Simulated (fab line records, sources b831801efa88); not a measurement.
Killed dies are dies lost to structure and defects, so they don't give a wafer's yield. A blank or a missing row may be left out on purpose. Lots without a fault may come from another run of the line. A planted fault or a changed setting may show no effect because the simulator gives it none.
fab line records | flow sky130
record lots=13 wafers=36 last_day=52
route steps=708 shown RES_XHIGH@341 LI_CONTACT@378 CONTACT@410 PAD_OPEN@708
lots that met no fault: from a run of the same line without faults
start_h: hours from the record's first day to the start of the lot's first wafer shown | wait_h: hours since the lot's step before | " the same as in the row above | L1.1+2: a row that stands for several wafers | - no value, or no start given | * or withheld: withheld | < > ~ a bound
route shown NAME@n: a module of which the file shows steps, and the number in the route of the first | usual: mean/standard deviation of fault-free wafers | same: alike in all rows | chamber/n: place in a boat | sites: the reading at each site | _std_site: their standard deviation | _edge_site: outer sites' mean less inner sites' | radius_mm: how far each site lies from the wafer's centre | mask NAME#n: copy n | behind: the tool/chamber that last shaped the wafer | hold: why the lot was held/for how many hours/how that ended | device: the transistor (n, p or np) that didn't switch | end of line: the same wafers' tests at the end of the route | a step without rows: its recipe alone | killed: dies lost to structure and defects at the first sort, not the wafer's yield | map: a wafer's dies, x killed, . not, _ none there
set.NAME: the setting as run; set.NAME@STEP: as run at that earlier step | model.NAME: the simulator's own value behind a step, which no gauge read
steps of the route over a sample of lots; a table a step, a row a wafer
services: from which hour (start_h, from the record's first day; less than 0 if before it) a tool's chamber was out of use, for how many hours, and why
## steps
# step SKY_RES_XHIGH_TW_MEAS_09
# usual RES_XHIGH_TW=1646/18
# columns lot.wafer tool chamber start_h wait_h RES_XHIGH_TW
L884.1 film_metro-03 - 653.42 0.1 1625
L884.3 " - " " 1615
L884.5 " - " " 1627
L885.1 film_metro-02 - 660.62 0.1 1669
L885.4 " - " " 1672
L885.5 " - " " 1672
L886.2 film_metro-03 - 665.68 0.1 1627
L886.4 " - " " 1626
L886.5 " - " " 1625
L893.2 film_metro-04 - 682.55 0.1 1645
L893.4 " - " " 1637
L893.6 " - " " 1642
L892.1 film_metro-02 - 683.24 0.1 1664
L892.3 " - " " 1662
L891.2 film_metro-03 - 683.48 0.1 1628
L891.6 " - " " 1627
L896.2 film_metro-02 - 690.30 0.1 1662
L896.6 " - " " 1673
L898.2 film_metro-03 - 819.50 0.1 1607
L898.4 " - " " 1620
L898.5 " - " " 1618
L899.3 film_metro-04 - 831.27 0.1 1643
L899.4 " - " " 1634
L899.5 " - " " 1647
L902.1 film_metro-04 - 833.48 0.1 1660
L902.2 " - " " 1657
L902.4 " - " " 1649
L901.3 film_metro-02 - 834.69 0.1 1679
L901.4 " - " " 1669
L901.5 " - " " 1673
L907.1 film_metro-03 - 840.25 0.1 1622
L907.3 " - " " 1637
L907.4 " - " " 1634
L906.1 film_metro-03 - 842.89 0.1 1626
L906.2 " - " " 1626
L906.4 " - " " 1625
# step SKY_LI_CONTACT_STRIP_16
# recipe chemistry=O2/N2 power_w=1400 pressure_mtorr=1500 platen_temp_c=withheld o2_flow_sccm=3000 n2_flow_sccm=300 overash_fraction=0.5
# usual drypump_motor_current_A=5.69/0.24 oes_product_au=0.377/0.0051 strip_time_to_endpoint_s=3.51/0.052
# columns lot.wafer tool chamber start_h wait_h drypump_motor_current_A oes_product_au rf_hours_counter_h strip_time_to_endpoint_s
L884.1 plasma_asher-01 1 714.43 - 5.76 0.371 28 3.51
L884.3 " 0 " " 5.93 0.379 - 3.49
L884.5 " 0 " " 5.94 0.382 - 3.53
L885.1 plasma_asher-03 0 720.38 - 5.47 0.378 83 3.49
L885.4 " 1 " " 5.17 0.378 - 3.50
L885.5 " 1 " " 5.16 0.379 - 3.50
L886.2 plasma_asher-04 0 724.48 - 5.80 0.381 59 3.52
L886.4 " 0 " " 5.81 0.372 - 3.50
L886.5 " 1 " " 5.82 0.377 - 3.57
L893.2 plasma_asher-04 0 740.63 - 5.80 0.376 61 3.57
L893.4 " 1 " " 5.79 0.377 - 3.49
L893.6 " 0 " " 5.79 0.369 - 3.48
L892.1 plasma_asher-01 1 740.96 - 5.73 0.370 30 3.48
L892.3 " 0 " " 5.91 0.376 - 3.50
L891.2 plasma_asher-04 1 741.84 - 5.85 0.380 61 3.55
L891.6 " 0 " " 5.81 0.376 - 3.56
L896.2 plasma_asher-04 0 747.55 - 5.81 0.385 62 3.53
L896.6 " 0 " " 5.78 0.378 - 3.53
L898.2 plasma_asher-01 0 874.63 - 5.92 0.385 45 3.54
L898.4 " 1 " " 5.76 0.380 - 3.59
L898.5 " 0 " " 5.93 0.386 - 3.59
L899.3 plasma_asher-03 0 887.36 - 5.47 0.384 - 3.51
L899.4 " 1 " " 5.16 0.373 - 3.52
L899.5 " 0 " " 5.47 0.377 - 3.53
L902.1 plasma_asher-03 0 889.20 - 5.47 0.383 99 3.56
L902.2 " 1 " " 5.16 0.371 99 3.48
L902.4 " 1 " " 5.13 0.368 - 3.41
L901.3 plasma_asher-04 0 891.21 - 5.80 0.378 - 3.50
L901.4 " 1 " " 5.80 0.377 - 3.59
L901.5 " 1 " " 5.85 0.377 - 3.53
L907.1 plasma_asher-01 0 896.43 - 5.93 0.384 48 3.55
L907.3 " 1 " " 5.76 0.375 - 3.47
L907.4 " 0 " " 5.92 0.378 - 3.47
L906.1 plasma_asher-04 0 898.73 - 5.80 0.370 76 3.53
L906.2 " 1 " " 5.78 0.373 76 3.52
L906.4 " 0 " " 5.81 0.379 - 3.49
# step SKY_CONTACT_CMP_04
# recipe material=SiO2 down_force_psi=4 platen_rpm=60 pad_velocity_m_s=0.94248
# usual motor_current_A=12.4/1 retaining_ring_pressure_frac=1.000/0.0052 time_to_endpoint_s=83/6.1
# columns lot.wafer tool chamber start_h wait_h motor_current_A retaining_ring_pressure_frac time_to_endpoint_s
L884.3 cmp-01 1 744.62 0.1 10.9 0.991 79
L884.1 " 2 " " 13.7 1.006 95
L884.5 " 1 " " 10.6 0.996 86
L885.4 cmp-02 2 749.89 0.0 13.3 0.994 75
L885.1 " 0 " " 11.3 0.999 82
L885.5 " 2 " " 12.9 1.004 79
L886.2 cmp-01 3 755.08 0.1 11.7 1.001 82
L886.4 " 0 " " 12.6 1.004 90
L886.5 " 2 " " 13.8 0.993 94
L893.2 cmp-02 2 770.58 0.1 12.9 1.002 74
L893.4 " 3 " " 12.4 0.998 76
L893.6 " 1 " " 12.3 0.997 89
L892.1 cmp-01 0 770.93 0.1 13.4 1.006 109
L892.3 " 1 " " 11.3 1.001 80
L891.2 cmp-01 0 771.23 0.0 13.5 1.007 105
L891.6 " 1 " " 10.9 1.002 81
L896.2 cmp-01 3 778.43 0.2 11.5 0.994 112
L896.6 " 1 " " 10.8 0.998 77
L898.2 cmp-01 0 904.37 0.1 12.9 0.997 82
L898.4 " 1 " " 10.7 0.998 77
L898.5 " 2 " " 13.7 1.003 85
L899.4 cmp-01 2 916.25 0.1 13.5 1.000 89
L899.3 " 3 " " 12.0 0.999 83
L899.5 " 1 " " 11.0 0.999 81
L902.4 cmp-01 0 917.88 0.0 13.5 0.994 83
L902.1 " 2 " " 14.0 1.005 89
L902.2 " 3 " " 12.0 1.002 82
L901.3 cmp-02 3 919.90 0.0 12.4 1.002 76
L901.4 " 2 " " 13.7 1.002 86
L901.5 " 0 " " 11.5 0.990 81
L907.1 cmp-02 2 924.70 0.1 13.1 1.011 82
L907.4 " 3 " " 12.2 1.001 82
L907.3 " 0 " " 11.8 0.997 80
L906.4 cmp-01 1 926.35 0.0 10.9 0.995 72
L906.1 " 2 " " 13.6 0.993 86
L906.2 " 3 " " 12.6 0.997 82
# step SKY_CONTACT_OVL_MEAS_15
# usual CONTACT_OVL=2/5.6
# columns lot.wafer tool chamber start_h wait_h CONTACT_OVL[nm]
L884.1 overlay-02 - 773.09 0.1 -4
L884.3 " - " " 1
L884.5 " - " " 1
L885.1 overlay-02 - 778.76 0.1 -5
L885.4 " - " " -6
L885.5 " - " " -1
L886.2 overlay-01 - 783.07 0.1 -14
L886.4 " - " " -10
L886.5 " - " " 6
L893.2 overlay-02 - 798.00 0.1 0
L893.4 " - " " 3
L893.6 " - " " -4
L892.1 overlay-02 - 798.61 0.1 8
L892.3 " - " " -1
L891.2 overlay-02 - 799.55 0.1 1
L891.6 " - " " -3
L896.2 overlay-02 - 805.72 0.1 9
L896.6 " - " " 5
L898.2 overlay-01 - 929.57 0.1 6
L898.4 " - " " 6
L898.5 " - " " 12
L899.3 overlay-02 - 941.93 0.1 -4
L899.4 " - " " 0
L899.5 " - " " 0
L902.1 overlay-02 - 943.27 0.1 6
L902.2 " - " " 4
L902.4 " - " " 3
L901.3 overlay-01 - 945.93 0.1 8
L901.4 " - " " 5
L901.5 " - " " 3
L907.1 overlay-02 - 951.42 0.1 3
L907.3 " - " " 3
L907.4 " - " " 5
L906.1 overlay-01 - 952.37 0.1 6
L906.2 " - " " 0
L906.4 " - " " -1
# step SKY_CONTACT_ETCH_17
# recipe target=SiO2 chemistry=C4F8/O2/Ar stop_on=Si3N4 mask_material=KrF-thick source_w=1500 bias_w=1200 pressure_mtorr=40 c4f8_flow_sccm=withheld O2_flow_sccm=6 Ar_flow_sccm=300 time_s=withheld target_depth_a=3400
# usual oes_product_au=0.892/0.0051
# columns lot.wafer tool chamber start_h wait_h oes_product_au
L884.1 rie_diel-03 2 773.17 0.0 0.894
L884.3 " 0 " " 0.897
L884.5 " 2 " " 0.895
L885.1 rie_diel-01 2 778.84 0.0 0.891
L885.4 " 0 " " 0.893
L885.5 " 0 " " 0.890
L886.2 rie_diel-03 2 783.14 0.0 0.892
L886.4 " 0 " " 0.898
L886.5 " 2 " " 0.900
L893.2 rie_diel-01 1 798.07 0.0 0.888
L893.4 " 2 " " 0.887
L893.6 " 2 " " 0.890
L892.1 rie_diel-03 3 798.69 0.0 0.989
L892.3 " 0 " " 0.892
L891.2 rie_diel-01 0 799.62 0.0 0.990
L891.6 " 2 " " 0.891
L896.2 rie_diel-03 2 805.79 0.0 0.997
L896.6 " 2 " " 0.889
L898.2 rie_diel-01 0 929.64 0.0 0.888
L898.4 " 1 " " 0.885
L898.5 " 2 " " 0.900
L899.3 rie_diel-01 1 941.99 0.0 0.896
L899.4 " 2 " " 0.895
L899.5 " 1 " " 0.890
L902.1 rie_diel-04 1 943.34 0.0 0.896
L902.2 " 0 " " 0.896
L902.4 " 2 " " 0.902
L901.3 rie_diel-01 2 945.99 0.0 0.888
L901.4 " 1 " " 0.888
L901.5 " 2 " " 0.896
L907.1 rie_diel-04 0 951.49 0.0 0.888
L907.3 " 2 " " 0.887
L907.4 " 1 " " 0.896
L906.1 rie_diel-04 2 952.44 0.0 0.894
L906.2 " 3 " " 0.890
L906.4 " 1 " " 0.892
# step SKY_PAD_OPEN_PROBE_99
# usual killed_at_M0_to_M3=45/6.3 killed_at_M4_up=2.8/1.6 killed_at_contacts=24/5.1 killed_at_front_end=14/4.4 killed_at_other=0.4/0.73 killed_dies=86/9 killed_on_rim=17/3.8 killed_open=47/7.8 killed_short=39/6.6
# same gross_dies=492 killed_at_back_side=0
# columns lot.wafer tool chamber start_h wait_h killed_at_M0_to_M3 killed_at_M4_up killed_at_contacts killed_at_front_end killed_at_other killed_dies killed_on_rim killed_open killed_short
L884.1 prober-01 - 1117.94 0.1 41 3 30 9 3 86 20 49 37
L884.3 prober-01 - 1118.04 0.2 53 0 21 13 0 87 12 52 35
L884.5 prober-01 - 1118.14 0.2 45 4 28 12 0 89 15 57 32
L886.2 prober-01 - 1126.26 0.1 53 3 23 15 0 94 18 48 46
L886.4 prober-01 - 1126.36 0.2 40 2 21 9 0 72 14 37 35
L886.5 prober-01 - 1126.41 0.2 50 0 26 12 1 89 16 52 37
L892.1 prober-02 - 1139.60 0.1 40 6 351 22 0 419 70 43 45
L892.3 prober-02 - 1139.70 0.2 42 5 28 17 0 92 21 43 49
L891.2 prober-01 - 1139.95 0.3 46 3 186 16 0 251 81 58 35
L891.6 prober-01 - 1140.15 0.5 39 2 20 11 0 72 14 35 37
L896.2 prober-01 - 1147.59 0.1 39 5 317 24 0 385 53 40 46
L896.6 prober-01 - 1147.79 0.2 50 2 21 19 0 92 20 41 51
L899.3 prober-02 - 1235.93 0.2 50 3 22 9 1 85 19 51 33
L899.4 prober-02 - 1235.98 0.2 53 5 29 16 5 108 28 62 43
L899.5 prober-02 - 1236.03 0.2 36 0 27 17 0 80 14 54 26
L901.3 prober-02 - 1239.49 0.2 46 3 12 10 0 71 11 35 36
L901.4 prober-02 - 1239.54 0.2 47 3 25 9 1 85 9 47 37
L901.5 prober-02 - 1239.59 0.2 43 1 22 8 0 74 13 45 27
# killed by level:class
L884.1 CONTACT:geometric_particle:open=12 VIA1:geometric_particle:open=10 CONTACT:geometric_particle:short=8 VIA3:geometric_particle:open=8 METAL1:geometric_particle:short=7 LI_CONTACT:geometric_particle:open=6 METAL2:geometric_particle:short=4 VIA2:geometric_particle:open=3
L884.3 VIA1:geometric_particle:open=17 VIA3:geometric_particle:open=10 CONTACT:geometric_particle:open=8 METAL1:geometric_particle:short=6 FIELD_ISO:geometric_particle:short=5 LI_CONTACT:geometric_particle:open=5 METAL2:geometric_particle:short=5 VIA1:geometric_particle:short=4
L884.5 CONTACT:geometric_particle:open=13 VIA1:geometric_particle:open=13 LI_CONTACT:geometric_particle:open=9 METAL2:geometric_particle:short=7 VIA1:geometric_particle:short=6 VIA3:geometric_particle:open=6 POLY_GATE:geometric_particle:open=5 VIA2:geometric_particle:open=4
L886.2 VIA1:geometric_particle:open=11 VIA3:geometric_particle:open=9 METAL2:geometric_particle:short=8 VIA2:geometric_particle:open=8 LI_CONTACT:geometric_particle:open=7 VIA1:geometric_particle:short=6 POLY_GATE:geometric_particle:short=5 CONTACT:geometric_particle:short=5
L886.4 LI_CONTACT:geometric_particle:open=8 VIA1:geometric_particle:open=8 METAL2:geometric_particle:short=7 CONTACT:geometric_particle:open=5 VIA1:geometric_particle:short=4 VIA2:geometric_particle:short=4 VIA3:geometric_particle:open=4 CONTACT:geometric_particle:short=3
L886.5 VIA1:geometric_particle:open=14 CONTACT:geometric_particle:open=13 VIA1:geometric_particle:short=8 METAL1:geometric_particle:short=7 VIA2:geometric_particle:open=7 FIELD_ISO:geometric_particle:open=5 LI_CONTACT:geometric_particle:open=4 LOCAL_INTERCONNECT:geometric_particle:short=4
L892.1 CONTACT:area_cmp=331 VIA1:geometric_particle:open=9 FIELD_ISO:geometric_particle:short=7 LI_CONTACT:geometric_particle:open=7 METAL1:geometric_particle:short=7 CONTACT:geometric_particle:open=6 METAL2:geometric_particle:short=5 VIA2:geometric_particle:short=5
L892.3 LI_CONTACT:geometric_particle:open=9 VIA1:geometric_particle:open=9 VIA2:geometric_particle:open=8 CONTACT:geometric_particle:short=7 LOCAL_INTERCONNECT:geometric_particle:short=7 VIA3:geometric_particle:open=7 POLY_GATE:geometric_particle:short=5 METAL1:geometric_particle:short=5
L891.2 CONTACT:area_cmp=158 VIA1:geometric_particle:open=13 LI_CONTACT:geometric_particle:open=9 FIELD_ISO:geometric_particle:open=8 CONTACT:geometric_particle:open=8 VIA2:geometric_particle:open=8 CONTACT:geometric_particle:short=6 METAL2:geometric_particle:short=6
L891.6 VIA1:geometric_particle:open=8 METAL2:geometric_particle:short=7 POLY_GATE:geometric_particle:short=6 VIA3:geometric_particle:open=5 LOCAL_INTERCONNECT:geometric_particle:short=5 CONTACT:geometric_particle:open=5 VIA1:geometric_particle:short=5 VIA2:geometric_particle:open=5
L896.2 CONTACT:area_cmp=299 VIA1:geometric_particle:open=11 FIELD_ISO:geometric_particle:open=6 VIA2:geometric_particle:open=6 POLY_GATE:geometric_particle:short=6 METAL1:geometric_particle:short=6 LOCAL_INTERCONNECT:geometric_particle:short=5 CONTACT:geometric_particle:open=5
L896.6 VIA1:geometric_particle:open=14 METAL1:geometric_particle:short=12 FIELD_ISO:geometric_particle:short=9 CONTACT:geometric_particle:open=8 CONTACT:geometric_particle:short=5 VIA1:geometric_particle:short=5 METAL2:geometric_particle:short=5 VIA2:geometric_particle:open=5
L899.3 VIA1:geometric_particle:open=15 VIA3:geometric_particle:open=10 CONTACT:geometric_particle:open=8 METAL2:geometric_particle:short=7 LOCAL_INTERCONNECT:geometric_particle:short=5 METAL1:geometric_particle:short=5 VIA2:geometric_particle:open=5 FIELD_ISO:geometric_particle:open=4
L899.4 VIA1:geometric_particle:open=11 VIA2:geometric_particle:open=11 LI_CONTACT:geometric_particle:open=10 CONTACT:geometric_particle:open=9 VIA3:geometric_particle:open=6 VIA3:geometric_particle:short=6 LOCAL_INTERCONNECT:geometric_particle:short=5 METAL2:geometric_particle:short=5
L899.5 VIA1:geometric_particle:open=10 CONTACT:geometric_particle:open=9 VIA3:geometric_particle:open=7 LI_CONTACT:geometric_particle:open=7 POLY_GATE:geometric_particle:open=6 LOCAL_INTERCONNECT:geometric_particle:short=5 VIA1:geometric_particle:short=5 POLY_CUT:geometric_particle:open=4
L901.3 VIA3:geometric_particle:open=11 VIA1:geometric_particle:open=6 VIA2:geometric_particle:open=6 METAL2:geometric_particle:short=5 METAL1:geometric_particle:short=5 VIA3:geometric_particle:short=5 FIELD_ISO:geometric_particle:short=4 CONTACT:geometric_particle:open=4
L901.4 VIA1:geometric_particle:open=10 LI_CONTACT:geometric_particle:open=9 METAL2:geometric_particle:short=7 VIA3:geometric_particle:open=7 VIA1:geometric_particle:short=6 VIA2:geometric_particle:open=5 LOCAL_INTERCONNECT:geometric_particle:short=4 CONTACT:geometric_particle:short=4
L901.5 VIA3:geometric_particle:open=13 LI_CONTACT:geometric_particle:open=8 VIA2:geometric_particle:open=8 CONTACT:geometric_particle:open=6 VIA1:geometric_particle:open=6 VIA1:geometric_particle:short=5 METAL2:geometric_particle:short=4 LI_CONTACT:geometric_particle:short=3
## services
# columns tool chamber start_h hours kind
plasma_asher-03 - 693.20 7.3 repair
rie_diel-03 1 693.32 4.1 repair
plasma_asher-01 - 719.65 2.8 pm
cmp-02 - 744.10 4.0 pm
cmp-02 - 748.10 - consumable_replace:conditioner
cmp-02 - 748.10 - consumable_replace:pad
cmp-01 - 755.46 5.4 pm
plasma_asher-04 - 780.83 14.6 pm
plasma_asher-03 - 784.23 14.6 pm
rie_diel-04 - 790.00 60.6 repair
rie_diel-04 2 791.94 9.3 repair
rie_diel-01 3 799.99 11.3 repair
cmp-01 - 812.68 3.9 repair
plasma_asher-03 - 827.92 3.6 repair
cmp-01 - 862.59 4.8 pm
rie_diel-01 - 865.96 28.1 pm
cmp-02 - 891.02 7.2 pm
plasma_asher-03 - 891.45 23.7 pm
cmp-02 - 898.27 6.8 pm
cmp-01 - 912.03 4.0 pm
rie_diel-01 3 913.95 52.3 repair
cmp-01 - 916.03 - consumable_replace:conditioner
cmp-01 - 916.03 - consumable_replace:pad
rie_diel-01 2 918.30 4.0 repair
## key
first_sign step=SKY_CONTACT_CMP_04 reading=time_to_endpoint_s direction=up sigmas=4.3 usual=* struck=*
effect step=SKY_CONTACT_ETCH_17 reading=oes_product_au direction=up sigmas=20 usual=0.892 struck=0.992
effect step=SKY_PAD_OPEN_PROBE_99 reading=killed_at_contacts direction=up sigmas=51 usual=24 struck=285
more_kills_born_at SKY_CONTACT_CMP_04@cmp-01=788
met_at SKY_CONTACT_CMP_04
struck_lots L891,L892,L896
struck_wafers L891.2,L892.1,L896.2
later_rows_left_out L892.1,L896.2
tester_left_out L891,L892,L896
not_acting_at SKY_RES_XHIGH_TW_MEAS_09,SKY_LI_CONTACT_STRIP_16,SKY_CONTACT_OVL_MEAS_15
fault kind=process_parameter_drift tool=cmp-01 chamber=- onset_h=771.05 steps=SKY_CONTACT_CMP_04 channel=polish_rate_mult offset=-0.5 shape=step end_h=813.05 scope=struck_wafers_only
# tester_left_out: of these lots the tester's yield and bins aren't shown, on N5 and GAA mostly nor the transistor test; their killed dies are dies lost to structure and defects alone, not to doping, threshold or leakage, so they don't give the yield
# later_rows_left_out: the simulator's readings of these wafers behind a module that went badly wrong aren't trusted and aren't shown, but for the sort
